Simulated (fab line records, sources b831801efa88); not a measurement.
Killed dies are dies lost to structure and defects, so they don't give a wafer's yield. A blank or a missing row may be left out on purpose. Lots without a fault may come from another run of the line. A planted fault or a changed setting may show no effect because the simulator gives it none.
fab line records | flow sky130
record lots=5 wafers=23
route steps=708 shown VT_ADJUST_HVTR@133 SONOS_TUNNEL@157 SONOS_ONO@172 GATE_OXIDE@192 POLY_GATE@222
start_h: hours from the record's first day to the start of the lot's first wafer shown | wait_h: hours since the lot's step before | " the same as in the row above | L1.1+2: a row that stands for several wafers | - no value, or no start given | * or withheld: withheld | < > ~ a bound
route shown NAME@n: a module of which the file shows steps, and the number in the route of the first | usual: mean/standard deviation of fault-free wafers | same: alike in all rows | chamber/n: place in a boat | sites: the reading at each site | _std_site: their standard deviation | _edge_site: outer sites' mean less inner sites' | radius_mm: how far each site lies from the wafer's centre | mask NAME#n: copy n | behind: the tool/chamber that last shaped the wafer | hold: why the lot was held/for how many hours/how that ended | device: the transistor (n, p or np) that didn't switch | end of line: the same wafers' tests at the end of the route | a step without rows: its recipe alone | killed: dies lost to structure and defects at the first sort, not the wafer's yield | map: a wafer's dies, x killed, . not, _ none there
set.NAME: the setting as run; set.NAME@STEP: as run at that earlier step | model.NAME: the simulator's own value behind a step, which no gauge read
lots whose settings were changed on purpose; a table a step, a row a wafer
## steps
# step SKY_VT_ADJUST_HVTR_COAT_02
# recipe resist=NOVOLAK spin_rpm=3000 resist_thk_nm=1140
# columns lot.wafer tool chamber start_h wait_h set.spin_rpm model.NOVOLAK_of_VT_ADJUST_HVTR_COAT_02.thk_nm
L074.1 litho_track-01 0 191.09 0.1 3000 1142
L074.2 " 0 " " 3084 1127
L074.3 " 0 " " 3084 1126
L074.5 " 0 " " 3000 1139
L074.6 " 0 " " 3000 1140
L075.1 litho_track-01 0 199.59 0.1 2836 1172
L075.3+5 " 0 " " 2836 1175
L075.4+6 " 0 " " 3000 1141
L076.1+2 litho_track-02 0 209.81 0.1 3000 1138
L076.5 " 0 " " 3000 1136
L083.1 litho_track-01 0 257.59 0.1 2828 1175
L083.2 " 0 " " 2828 1172
L083.3 " 0 " " 3000 1141
L083.4+5 " 0 " " 3000 1140
L085.1 litho_track-04 0 273.39 0.1 3178 1105
L085.2 " 0 " " 3178 1107
L085.3 " 0 " " 3178 1104
L085.4 " 0 " " 3000 1135
L085.6 " 0 " " 3000 1139
# step SKY_VT_ADJUST_HVTR_IMPLANT_09
# recipe species=B energy_kev=10 dose_cm2=2.1e+12 tilt_deg=withheld
# columns lot.wafer tool chamber start_h wait_h set.energy_kev model.implant.rp_nm model.implant.drp_nm
L074.1+3 implanter-01 0 202.41 0.0 10 33.38 17.11
L074.2+5+6 " 0 " " 10.55 35.18 17.77
L075.1+4 implanter-03 0 210.56 0.0 9.734 33.08 16.79
L075.3+5+6 " 0 " " 10 33.82 17.11
L076.1+2+5 implanter-01 0 221.26 0.0 10 32.51 17.11
L083.1+3+5 implanter-01 0 269.96 0.0 10.35 33.96 17.53
L083.2+4 " 0 " " 10 32.83 17.11
L085.1+2+3+4+6 implanter-01 0 286.06 0.0 10 33.95 17.11
# step SKY_VT_ADJUST_HVTR_STRIP_10
# recipe chemistry=O2/N2 power_w=1400 pressure_mtorr=1500 platen_temp_c=withheld o2_flow_sccm=3000 n2_flow_sccm=300 overash_fraction=0.5
# usual strip_time_to_endpoint_s=14.18/0.034
# columns lot.wafer tool chamber start_h wait_h set.spin_rpm@VT_ADJUST_HVTR_COAT_02 strip_time_to_endpoint_s
L074.1 plasma_asher-02 0 202.56 0.1 3000 14.18
L074.2 " 1 " " 3084 14.02
L074.3 " 1 " " 3084 14.02
L074.5 " 1 " " 3000 14.16
L074.6 " 0 " " 3000 14.17
L075.1 plasma_asher-02 1 210.71 0.1 2836 14.53
L075.3 " 1 " " 2836 14.53
L075.4 " 0 " " 3000 14.20
L075.5 " 0 " " 2836 14.56
L075.6 " 1 " " 3000 14.18
L076.1 plasma_asher-02 0 221.41 0.1 3000 14.16
L076.2 " 1 " " 3000 14.14
L076.5 " 1 " " 3000 14.14
L083.1 plasma_asher-02 0 270.11 0.1 2828 14.56
L083.2 " 1 " " 2828 14.51
L083.3 " 1 " " 3000 14.21
L083.4 " 0 " " 3000 14.18
L083.5 " 0 " " 3000 14.19
L085.1 plasma_asher-04 0 286.21 0.1 3178 13.76
L085.2 " 1 " " 3178 13.78
L085.3 " 1 " " 3178 13.75
L085.4 " 0 " " 3000 14.10
L085.6 " 1 " " 3000 14.18
# step SKY_SONOS_TUNNEL_SOFTBAKE_03
# recipe temp_c=90 time_s=60 resist=NOVOLAK
# columns lot.wafer tool chamber start_h wait_h set.temp_c
L074.1+5 litho_track-04 0 235.99 0.1 90
L074.2+3+6 " 0 " " 87.72
L075.1+3 litho_track-01 0 245.14 0.1 88.85
L075.4+5+6 " 0 " " 90
L076.1+2+5 litho_track-04 0 257.14 0.1 90
L083.1+2+3+4+5 litho_track-04 0 307.94 0.1 90
L085.1+2+4 litho_track-04 0 324.54 0.1 87.37
L085.3+6 " 0 " " 90
# step SKY_SONOS_TUNNEL_EXPOSE_04
# recipe mask_id=TUNM na=0.6 source_shape=conventional sigma_outer=0.6 polarization=unpolarized target_cd_nm=410 dose_mj=136
# step SKY_SONOS_TUNNEL_PEB_05
# recipe temp_c=withheld time_s=* resist=NOVOLAK
# step SKY_SONOS_TUNNEL_DEVELOP_06
# recipe resist=NOVOLAK developer=TMAH develop_time_s=60 dev_temp_c=23
# columns lot.wafer tool chamber start_h wait_h set.temp_c@SONOS_TUNNEL_SOFTBAKE_03 model.NOVOLAK_of_SONOS_TUNNEL_COAT_02.thk_nm
L074.1 litho_track-03 0 247.38 0.1 90 1138
L074.2 " 0 " " 87.72 1142
L074.3 " 0 " " 87.72 1143
L074.5 " 0 " " 90 1132
L074.6 " 0 " " 87.72 1146
L075.1 litho_track-03 0 256.88 0.1 88.85 1141
L075.3 " 0 " " 88.85 1143
L075.4 " 0 " " 90 1139
L075.5 " 0 " " 90 1136
L075.6 " 0 " " 90 1140
L076.1 litho_track-03 0 269.38 0.1 90 1142
L076.2+5 " 0 " " 90 1140
L083.1 litho_track-01 0 320.89 0.1 90 1134
L083.2+3+4 " 0 " " 90 1136
L083.5 " 0 " " 90 1140
L085.1 litho_track-01 0 338.19 0.1 87.37 1145
L085.2 " 0 " " 87.37 1143
L085.3+6 " 0 " " 90 1135
L085.4 " 0 " " 87.37 1149
# step SKY_SONOS_TUNNEL_IMPLANT_09
# recipe species=B energy_kev=20 dose_cm2=1e+12 tilt_deg=withheld
# columns lot.wafer tool chamber start_h wait_h set.energy_kev model.implant.rp_nm model.implant.drp_nm
L074.1+3+5 implanter-01 0 247.68 0.0 20 67.28 28.34
L074.2+6 " 0 " " 18.92 63.69 27.25
L075.1+3+4+5+6 implanter-02 0 257.18 0.0 20 64.08 28.34
L076.1+2+5 implanter-02 0 269.68 0.0 20 66.93 28.34
L083.1+3+4 implanter-02 0 321.36 0.2 20.78 68.21 29.19
L083.2+5 " 0 " " 20 65.67 28.34
L085.1+3+4 implanter-02 0 338.49 0.0 19.05 61.66 27.39
L085.2+6 " 0 " " 20 64.7 28.34
# step SKY_SONOS_ONO_CVD_04
# recipe material=SiO2 precursor=SiH4/N2O target_thk_nm=5.7199 temp_c=900 pressure_mtorr=400
# columns lot.wafer tool chamber start_h wait_h set.temp_c model.SiO2_of_SONOS_ONO_CVD_04.thk_nm
L074.1 - - - 0.1 913.2 7.06
L074.2 " - " " 913.2 7.133
L074.3 " - " " 913.2 7.022
L074.5 " - " " 913.2 7.072
L074.6 " - " " 913.2 7.103
L075.1 - - - 0.1 919 7.677
L075.3 " - " " 919 7.683
L075.4 " - " " 919 7.668
L075.5 " - " " 919 7.744
L075.6 " - " " 919 7.655
L076.1 lpcvd-03 0 274.59 0.1 900 5.606
L076.2 " 0 " " 900 5.679
L076.5 " 0 " " 900 5.65
L083.1 - - - 0.1 892.1 5.057
L083.2 " - " " 892.1 5.021
L083.3 " - " " 892.1 5.158
L083.4 " - " " 892.1 5.123
L083.5 " - " " 892.1 5.137
L085.1 - - - 0.1 914.5 7.194
L085.2 " - " " 914.5 7.165
L085.3 " - " " 914.5 7.055
L085.4 " - " " 914.5 7.14
L085.6 " - " " 914.5 7.117
# step SKY_SONOS_ONO_THK_MEAS_05
# recipe reads=SiO2_of_SONOS_ONO_CVD_04
# usual SONOS_ONO_CVD_04_THK=5.77/0.11
# columns lot.wafer tool chamber start_h wait_h set.temp_c@SONOS_ONO_CVD_04 SONOS_ONO_CVD_04_THK[nm]
L074.1 film_metro-01 - - - 913.2 7.10
L074.2 " - " " 913.2 7.12
L074.3 " - " " 913.2 7.09
L074.5 " - " " 913.2 7.05
L074.6 " - " " 913.2 7.10
L075.1 film_metro-02 - - - 919 7.70
L075.3 " - " " 919 7.69
L075.4 " - " " 919 7.68
L075.5 " - " " 919 7.77
L075.6 " - " " 919 7.68
L076.1 film_metro-02 - 275.84 0.0 900 5.57
L076.2 " - " " 900 5.64
L076.5 " - " " 900 5.62
L083.1 film_metro-02 - - - 892.1 5.05
L083.2 " - " " 892.1 4.98
L083.3 " - " " 892.1 5.16
L083.4 " - " " 892.1 5.13
L083.5 " - " " 892.1 5.14
L085.1 film_metro-03 - - - 914.5 7.21
L085.2 " - " " 914.5 7.14
L085.3 " - " " 914.5 7.05
L085.4 " - " " 914.5 7.12
L085.6 " - " " 914.5 7.10
# step SKY_SONOS_ONO_SOFTBAKE_09
# recipe temp_c=90 time_s=60 resist=NOVOLAK
# columns lot.wafer tool chamber start_h wait_h set.temp_c
L074.1+2+3 litho_track-04 0 264.59 0.1 90
L074.5+6 " 0 " " 91.72
L075.1+3+4+5+6 litho_track-02 0 273.91 0.1 90
L076.1+2+5 litho_track-02 0 288.26 0.1 90
L083.1+4 litho_track-02 0 340.66 0.1 90
L083.2+3+5 " 0 " " 92.61
L085.1+2+6 litho_track-04 0 358.09 0.1 86.93
L085.3+4 " 0 " " 90
# step SKY_SONOS_ONO_EXPOSE_10
# recipe mask_id=ONOM target_cd_nm=410 na=0.6 source_shape=conventional sigma_outer=0.6 dose_mj=150
# step SKY_SONOS_ONO_PEB_11
# recipe temp_c=withheld time_s=* resist=NOVOLAK
# step SKY_SONOS_ONO_DEVELOP_12
# recipe develop_time_s=60 dev_temp_c=23
# columns lot.wafer tool chamber start_h wait_h set.temp_c@SONOS_ONO_SOFTBAKE_09 model.NOVOLAK_of_SONOS_ONO_COAT_08.thk_nm
L074.1 litho_track-02 0 277.11 0.1 90 1136
L074.2+3 " 0 " " 90 1135
L074.5 " 0 " " 91.72 1135
L074.6 " 0 " " 91.72 1133
L075.1+4+6 litho_track-04 0 286.24 0.1 90 1134
L075.3 " 0 " " 90 1136
L075.5 " 0 " " 90 1135
L076.1 litho_track-04 0 300.69 0.1 90 1139
L076.2 " 0 " " 90 1138
L076.5 " 0 " " 90 1140
L083.1 litho_track-02 0 353.71 0.1 90 1140
L083.2+3 " 0 " " 92.61 1133
L083.4 " 0 " " 90 1142
L083.5 " 0 " " 92.61 1134
L085.1 litho_track-02 0 371.41 0.1 86.93 1150
L085.2 " 0 " " 86.93 1147
L085.3 " 0 " " 90 1138
L085.4 " 0 " " 90 1136
L085.6 " 0 " " 86.93 1146
# step SKY_SONOS_ONO_ETCH_15
# recipe target_depth_nm=19.52 chemistry=CHF3/O2 source_w=600 bias_w=200 pressure_mtorr=40 chf3_flow_sccm=50 O2_flow_sccm=5 time_s=7.8
# columns lot.wafer tool chamber start_h wait_h set.bias_w set.temp_c@SONOS_ONO_SOFTBAKE_09 model.NOVOLAK_of_SONOS_ONO_COAT_08.thk_nm
L074.1 rie_diel-01 1 277.46 0.0 200 90 1120
L074.2 " 2 " " 200 90 1119
L074.3 " 0 " " 208.6 90 1118
L074.5 " 3 " " 208.6 91.72 1118
L074.6 " 0 " " 208.6 91.72 1116
L075.1+4+5+6 rie_diel-04 0,3,2,3 286.55 0.0 200 90 1118
L075.3 " 2 " " 200 90 1119
L076.1 rie_diel-02 3 301.00 0.0 200 90 1123
L076.2 " 2 " " 200 90 1122
L076.5 " 2 " " 200 90 1124
L083.1 rie_diel-02 1 354.01 0.0 200 90 1124
L083.2 " 2 " " 210.3 92.61 1116
L083.3 " 0 " " 210.3 92.61 1117
L083.4 " 2 " " 210.3 90 1126
L083.5 " 1 " " 200 92.61 1118
L085.1 rie_diel-01 1 371.71 0.0 200 86.93 1133
L085.2 " 3 " " 200 86.93 1131
L085.3 " 2 " " 200 90 1121
L085.4 " 0 " " 206.7 90 1119
L085.6 " 3 " " 206.7 86.93 1129
# step SKY_SONOS_ONO_WET_ETCH_16
# recipe chemistry=dHF target_depth_nm=14 dry=n2_spin target=SiO2 dilution=100:1 temp_c=25 time_s=280
# step SKY_SONOS_ONO_STRIP_17
# recipe chemistry=O2/N2 power_w=1400 pressure_mtorr=1500 platen_temp_c=withheld o2_flow_sccm=3000 n2_flow_sccm=300 overash_fraction=0.5
# usual strip_time_to_endpoint_s=14.08/0.033
# columns lot.wafer tool chamber start_h wait_h set.temp_c@SONOS_ONO_SOFTBAKE_09 strip_time_to_endpoint_s
L074.1 plasma_asher-02 1 277.57 0.0 90 14.05
L074.2 " 0 " " 90 14.05
L074.3 " 1 " " 90 14.04
L074.5 " 1 " " 91.72 14.01
L074.6 " 0 " " 91.72 14.00
L075.1 plasma_asher-02 1 286.66 0.0 90 14.03
L075.3 " 1 " " 90 14.06
L075.4 " 0 " " 90 14.04
L075.5 " 0 " " 90 14.03
L075.6 " 1 " " 90 14.03
L076.1 plasma_asher-04 0 301.19 0.0 90 14.09
L076.2 " 1 " " 90 14.08
L076.5 " 1 " " 90 14.11
L083.1 plasma_asher-02 1 354.14 0.0 90 14.11
L083.2 " 0 " " 92.61 14.01
L083.3 " 0 " " 92.61 14.02
L083.4 " 1 " " 90 14.13
L083.5 " 1 " " 92.61 14.04
L085.1 plasma_asher-04 0 371.82 0.0 86.93 14.22
L085.2 " 1 " " 86.93 14.18
L085.3 " 0 " " 90 14.07
L085.4 " 1 " " 90 14.07
L085.6 " 0 " " 86.93 14.15
# step SKY_GATE_OXIDE_COAT_05
# recipe resist=NOVOLAK spin_rpm=3000 resist_thk_nm=1140
# columns lot.wafer tool chamber start_h wait_h set.spin_rpm model.NOVOLAK_of_GATE_OXIDE_COAT_05.thk_nm
L074.1 litho_track-01 0 292.24 0.1 2837 1169
L074.2 " 0 " " 2837 1170
L074.3 " 0 " " 3000 1137
L074.5 " 0 " " 2837 1171
L074.6 " 0 " " 3000 1136
L075.1+6 litho_track-01 0 301.44 0.1 3000 1140
L075.3 " 0 " " 3000 1141
L075.4 " 0 " " 3100 1119
L075.5 " 0 " " 3100 1117
L076.1 litho_track-02 0 316.06 0.1 3000 1139
L076.2 " 0 " " 3000 1141
L076.5 " 0 " " 3000 1138
L083.1 litho_track-01 0 369.19 0.1 2814 1177
L083.2 " 0 " " 3000 1136
L083.3 " 0 " " 3000 1139
L083.4 " 0 " " 2814 1175
L083.5 " 0 " " 2814 1171
L085.1 litho_track-04 0 387.74 0.1 3000 1135
L085.2 " 0 " " 3000 1136
L085.3+4 " 0 " " 3000 1137
L085.6 " 0 " " 3000 1139
# step SKY_GATE_OXIDE_SOFTBAKE_06
# recipe temp_c=90 time_s=60 resist=NOVOLAK
# step SKY_GATE_OXIDE_EXPOSE_07
# recipe mask_id=LVOM na=0.6 source_shape=conventional sigma_outer=0.6 polarization=unpolarized target_cd_nm=600 dose_mj=172.4
# step SKY_GATE_OXIDE_IMPLANT_11
# recipe species=B energy_kev=10 dose_cm2=2.6e+12 tilt_deg=withheld
# step SKY_GATE_OXIDE_WET_ETCH_12
# recipe chemistry=dHF target_depth_nm=16.8 dry=n2_spin target=SiO2 dilution=100:1 temp_c=25 time_s=336
# step SKY_GATE_OXIDE_STRIP_13
# recipe chemistry=O2/N2 power_w=1400 pressure_mtorr=1500 platen_temp_c=withheld o2_flow_sccm=3000 n2_flow_sccm=300 overash_fraction=0.5
# usual strip_time_to_endpoint_s=14.16/0.04
# columns lot.wafer tool chamber start_h wait_h set.spin_rpm@GATE_OXIDE_COAT_05 strip_time_to_endpoint_s
L074.1 plasma_asher-01 1 305.20 0.0 2837 14.48
L074.2 " 0 " " 2837 14.49
L074.3 " 1 " " 3000 14.14
L074.5 " 1 " " 2837 14.50
L074.6 " 0 " " 3000 14.13
L075.1 plasma_asher-03 1 314.79 0.0 3000 14.16
L075.3 " 1 " " 3000 14.19
L075.4 " 0 " " 3100 13.93
L075.5 " 1 " " 3100 13.91
L075.6 " 0 " " 3000 14.18
L076.1 plasma_asher-02 1 329.74 0.0 3000 14.17
L076.2 " 0 " " 3000 14.17
L076.5 " 1 " " 3000 14.16
L083.1 plasma_asher-03 1 384.50 0.0 2814 14.59
L083.2 " 0 " " 3000 14.13
L083.3 " 1 " " 3000 14.17
L083.4 " 0 " " 2814 14.54
L083.5 " 1 " " 2814 14.51
L085.1 plasma_asher-02 0 402.20 0.0 3000 14.11
L085.2 " 1 " " 3000 14.14
L085.3 " 0 " " 3000 14.12
L085.4 " 1 " " 3000 14.13
L085.6 " 0 " " 3000 14.17
# step SKY_POLY_GATE_COAT_08
# recipe resist=KrF-thick spin_rpm=3000 resist_thk_nm=450
# columns lot.wafer tool chamber start_h wait_h set.spin_rpm model.KrF-thick_of_POLY_GATE_COAT_08.thk_nm
L074.1 litho_track-04 0 - - 2907 458.5
L074.2 " 0 " " 3000 450.4
L074.3 " 0 " " 2907 455.5
L074.5 " 0 " " 3000 449.1
L074.6 " 0 " " 2907 457.8
L075.1 litho_track-03 0 - - 2789 465.5
L075.3 " 0 " " 3000 448.5
L075.4 " 0 " " 2789 466.6
L075.5 " 0 " " 3000 448.8
L075.6 " 0 " " 2789 466.5
L076.1 litho_track-01 0 - - 3000 450.1
L076.2 " 0 " " 3000 450.6
L076.5 " 0 " " 3000 450
L083.1 litho_track-01 0 - - 2839 462.3
L083.2 " 0 " " 3000 450.3
L083.3 " 0 " " 2839 462.1
L083.4 " 0 " " 3000 449.6
L083.5 " 0 " " 3000 449.5
L085.1 litho_track-04 0 - - 3000 449.2
L085.2 " 0 " " 3000 448.8
L085.3+6 " 0 " " 3000 449.3
L085.4 " 0 " " 3000 448.1
## key
split step=SKY_VT_ADJUST_HVTR_COAT_02 setting=spin_rpm stated=3000 by=wafer
response step=SKY_VT_ADJUST_HVTR_COAT_02 reading=model.NOVOLAK_of_VT_ADJUST_HVTR_COAT_02.thk_nm change=-5.65 per=1% r=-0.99
response step=SKY_VT_ADJUST_HVTR_STRIP_10 reading=strip_time_to_endpoint_s change=* per=1% r=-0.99
split step=SKY_VT_ADJUST_HVTR_IMPLANT_09 setting=energy_kev stated=10 by=wafer
response step=SKY_VT_ADJUST_HVTR_IMPLANT_09 reading=model.implant.rp_nm change=+0.32 per=1% r=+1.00
response step=SKY_VT_ADJUST_HVTR_IMPLANT_09 reading=model.implant.drp_nm change=+0.119 per=1% r=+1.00
split step=SKY_SONOS_TUNNEL_SOFTBAKE_03 setting=temp_c stated=90 by=wafer
response step=SKY_SONOS_TUNNEL_DEVELOP_06 reading=model.NOVOLAK_of_SONOS_TUNNEL_COAT_02.thk_nm change=-3.45 per=1% r=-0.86
split step=SKY_SONOS_TUNNEL_IMPLANT_09 setting=energy_kev stated=20 by=wafer
response step=SKY_SONOS_TUNNEL_IMPLANT_09 reading=model.implant.rp_nm change=+0.653 per=1% r=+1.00
response step=SKY_SONOS_TUNNEL_IMPLANT_09 reading=model.implant.drp_nm change=+0.205 per=1% r=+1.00
split step=SKY_SONOS_ONO_CVD_04 setting=temp_c stated=900 by=lot
response step=SKY_SONOS_ONO_CVD_04 reading=model.SiO2_of_SONOS_ONO_CVD_04.thk_nm change=+0.868 per=1% r=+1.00
response step=SKY_SONOS_ONO_THK_MEAS_05 reading=SONOS_ONO_CVD_04_THK change=+0.876 per=1% r=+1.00
split step=SKY_SONOS_ONO_SOFTBAKE_09 setting=temp_c stated=90 by=wafer
response step=SKY_SONOS_ONO_DEVELOP_12 reading=model.NOVOLAK_of_SONOS_ONO_COAT_08.thk_nm change=-2.72 per=1% r=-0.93
response step=SKY_SONOS_ONO_ETCH_15 reading=model.NOVOLAK_of_SONOS_ONO_COAT_08.thk_nm change=-2.78 per=1% r=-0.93
response step=SKY_SONOS_ONO_STRIP_17 reading=strip_time_to_endpoint_s change=* per=1% r=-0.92
split step=SKY_SONOS_ONO_ETCH_15 setting=bias_w stated=200 by=wafer
response none clear
split step=SKY_GATE_OXIDE_COAT_05 setting=spin_rpm stated=3000 by=wafer
response step=SKY_GATE_OXIDE_COAT_05 reading=model.NOVOLAK_of_GATE_OXIDE_COAT_05.thk_nm change=-6.11 per=1% r=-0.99
response step=SKY_GATE_OXIDE_STRIP_13 reading=strip_time_to_endpoint_s change=* per=1% r=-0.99
split step=SKY_POLY_GATE_COAT_08 setting=spin_rpm stated=3000 by=wafer
response step=SKY_POLY_GATE_COAT_08 reading=model.KrF-thick_of_POLY_GATE_COAT_08.thk_nm change=-2.42 per=1% r=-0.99
